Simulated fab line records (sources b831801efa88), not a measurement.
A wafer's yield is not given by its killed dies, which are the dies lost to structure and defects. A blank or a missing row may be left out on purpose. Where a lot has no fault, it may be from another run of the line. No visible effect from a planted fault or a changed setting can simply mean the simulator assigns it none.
The tool behind it: which one? / flow gf180mcu / Sampling: 13 lots, 39 wafers, 3 of 602 route steps

== WHAT THE GAUGES READ, wafer by wafer ==
GF_MIM_THK_MEAS_11: measures by xrf.
lot=L189; measured=day 25 00:46; on=film-metro-01; MIM_ALCU_THK (nm)=198.3 199.0 193.0
lot=L192; measured=day 25 17:30; on=film-metro-01; MIM_ALCU_THK (nm)=198.3 194.0 197.3
lot=L193; measured=day 25 19:28; on=film-metro-01; MIM_ALCU_THK (nm)=203.3 202.2 197.4
lot=L195; measured=day 26 09:59; on=film-metro-01; MIM_ALCU_THK (nm)=199.9 196.1 194.7
lot=L194; measured=day 26 10:43; on=film-metro-01; MIM_ALCU_THK (nm)=197.9 193.8 199.0
lot=L197; measured=day 27 04:10; on=film-metro-04; MIM_ALCU_THK (nm)=195.6 199.6 198.9
lot=L198; measured=day 27 08:02; on=film-metro-02; MIM_ALCU_THK (nm)=202.4 201.4 201.3
lot=L200; measured=day 27 23:44; on=film-metro-01; MIM_ALCU_THK (nm)=193.0 197.3 195.8
lot=L203; measured=day 29 00:57; on=film-metro-04; MIM_ALCU_THK (nm)=199.3 199.0 199.4
lot=L204; measured=day 29 08:46; on=film-metro-02; MIM_ALCU_THK (nm)=204.7 198.7 196.2
lot=L209; measured=day 30 19:02; on=film-metro-01; MIM_ALCU_THK (nm)=195.6 193.0 196.1
lot=L210; measured=day 30 22:14; on=film-metro-04; MIM_ALCU_THK (nm)=199.2 197.4 196.6
lot=L211; measured=day 31 06:31; on=film-metro-04; MIM_ALCU_THK (nm)=201.9 202.9 202.7

GF_M5_CD_MEAS_07: target cd 280 nm.
lot=L189; measured=day 26 17:48; on=cd-sem-02; cd-nm (nm)=279.2 278.9 279.0
lot=L192; measured=day 27 10:29; on=cd-sem-02; cd-nm (nm)=278.7 277.2 278.7
lot=L193; measured=day 27 11:28; on=cd-sem-02; cd-nm (nm)=279.2 279.0 278.4
lot=L195; measured=day 28 02:46; on=cd-sem-01; cd-nm (nm)=278.3 280.4 279.1
lot=L194; measured=day 28 03:27; on=cd-sem-02; cd-nm (nm)=279.1 280.8 280.0
lot=L197; measured=day 28 20:02; on=cd-sem-02; cd-nm (nm)=280.0 279.9 280.9
lot=L198; measured=day 28 23:47; on=cd-sem-01; cd-nm (nm)=279.1 280.2 281.3
lot=L200; measured=day 29 14:43; on=cd-sem-02; cd-nm (nm)=279.6 278.8 279.1
lot=L203; measured=day 30 15:16; on=cd-sem-02; cd-nm (nm)=281.1 279.5 280.7
lot=L204; measured=day 30 23:55; on=cd-sem-02; cd-nm (nm)=277.8 279.4 278.8
lot=L209; measured=day 32 05:41; on=cd-sem-01; cd-nm (nm)=341.8 341.2 342.0 341.8 341.3 341.9
lot=L210; measured=day 32 09:05; on=cd-sem-01; cd-nm (nm)=341.6 339.1 340.1 341.3 339.0 340.8
lot=L211; measured=day 32 15:52; on=cd-sem-01; cd-nm (nm)=279.7 279.5 279.2

== WHAT TOOL EACH LOT RAN ON (gives the tool, then ch and the chambers of the sampled wafers, and finally the start) ==
lot=L189; GF_M5_EXPOSE_04=krf-scanner-02 ch 0, day 26 08:37
lot=L192; GF_M5_EXPOSE_04=krf-scanner-02 ch 0, day 27 00:28
lot=L193; GF_M5_EXPOSE_04=krf-scanner-02 ch 0, day 27 01:52
lot=L195; GF_M5_EXPOSE_04=krf-scanner-01 ch 0, day 27 16:46
lot=L194; GF_M5_EXPOSE_04=krf-scanner-01 ch 0, day 27 17:34
lot=L197; GF_M5_EXPOSE_04=krf-scanner-02 ch 0, day 28 10:14
lot=L198; GF_M5_EXPOSE_04=krf-scanner-02 ch 0, day 28 13:56
lot=L200; GF_M5_EXPOSE_04=krf-scanner-01 ch 0, day 29 05:28
lot=L203; GF_M5_EXPOSE_04=krf-scanner-01 ch 0, day 30 06:20
lot=L204; GF_M5_EXPOSE_04=krf-scanner-02 ch 0, day 30 15:13
lot=L209; GF_M5_EXPOSE_04=krf-scanner-02 ch 0, day 31 21:02
lot=L210; GF_M5_EXPOSE_04=krf-scanner-02 ch 0, day 32 00:28
lot=L211; GF_M5_EXPOSE_04=krf-scanner-01 ch 0, day 32 08:01
- GF_M5_EXPOSE_04: exposes mask Metal5, target cd 280 nm.

== WHAT THE TOOLS THEMSELVES READ (means of the sampled wafers that have a number; where no wafer has one, the mark that the record gives instead) ==
GF_M5_EXPOSE_04.
lot=L189 tool=krf-scanner-02 exposure-dose-mJ-cm2=27.92
lot=L192 tool=krf-scanner-02 exposure-dose-mJ-cm2=27.95
lot=L193 tool=krf-scanner-02 exposure-dose-mJ-cm2=27.95
lot=L195 tool=krf-scanner-01 exposure-dose-mJ-cm2=27.99
lot=L194 tool=krf-scanner-01 exposure-dose-mJ-cm2=27.94
lot=L197 tool=krf-scanner-02 exposure-dose-mJ-cm2=27.94
lot=L198 tool=krf-scanner-02 exposure-dose-mJ-cm2=27.95
lot=L200 tool=krf-scanner-01 exposure-dose-mJ-cm2=28.23
lot=L203 tool=krf-scanner-01 exposure-dose-mJ-cm2=28.26
lot=L204 tool=krf-scanner-02 exposure-dose-mJ-cm2=27.95
lot=L209 tool=krf-scanner-02 exposure-dose-mJ-cm2=18.63
lot=L210 tool=krf-scanner-02 exposure-dose-mJ-cm2=18.66
lot=L211 tool=krf-scanner-01 exposure-dose-mJ-cm2=28.25

== THE ANSWER, worked out from the rows above alone ==
Rule: the lots themselves supply what counts as usual. The widest of any qualifying gaps counts: lots, ordered by their means at a reading, are off when they make up no more than a third of the lots, leave a main group of 4 or more, and stand apart from it by 3 or more times the standard deviation of that group's means. The tables above print the reading to a certain number of digits; a main group whose means all agree to those digits is not used. Also off: a lot with no number at a reading for which 4 or more lots have one. The other lots that the step has rows for count as sound. Order of review: gauges by route order, followed by the tools' own readings, for which a lot's mean as printed above is used. The first step at which some lot is off is used, and at that step the reading that is off furthest; a lot without a number counts as furthest.
Off: L209, L210, at GF_M5_CD_MEAS_07 (cd-nm). The main group: mean 279.4 nm, standard deviation 0.69.
If a tool, at a process step before that reading, ran all the lots that are off and no sound lot after the first of them, it fits. The gauges at GF_M5_CD_MEAS_07 aren't tried: what is off there is off at GF_M5_EXPOSE_04 too, on other tools, and a gauge's error can't cause that. One fits: GF_M5_EXPOSE_04 on krf-scanner-02. A fault onset in the window from L204 (day 30 15:13, its last sound lot) to L209 (day 31 21:02, its first lot off) fits.
On the lots that are off, the tool's own readings at GF_M5_EXPOSE_04 differ by more than 5 times the standard deviation of the sound lots' means, which bears it out; exposure-dose-mJ-cm2 reads 18.64 there versus 28.03 on the sound lots.

== WHAT THE SIMULATOR HAD PUT IN ==
Process parameter drift: krf-scanner-02, from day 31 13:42 on, at GF_M5_EXPOSE_04. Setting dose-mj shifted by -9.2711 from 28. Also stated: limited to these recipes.
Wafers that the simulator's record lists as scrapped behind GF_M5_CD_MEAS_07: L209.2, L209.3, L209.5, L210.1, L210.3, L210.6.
Struck lots among those shown: L209, L210. This agrees with what the rule above found.
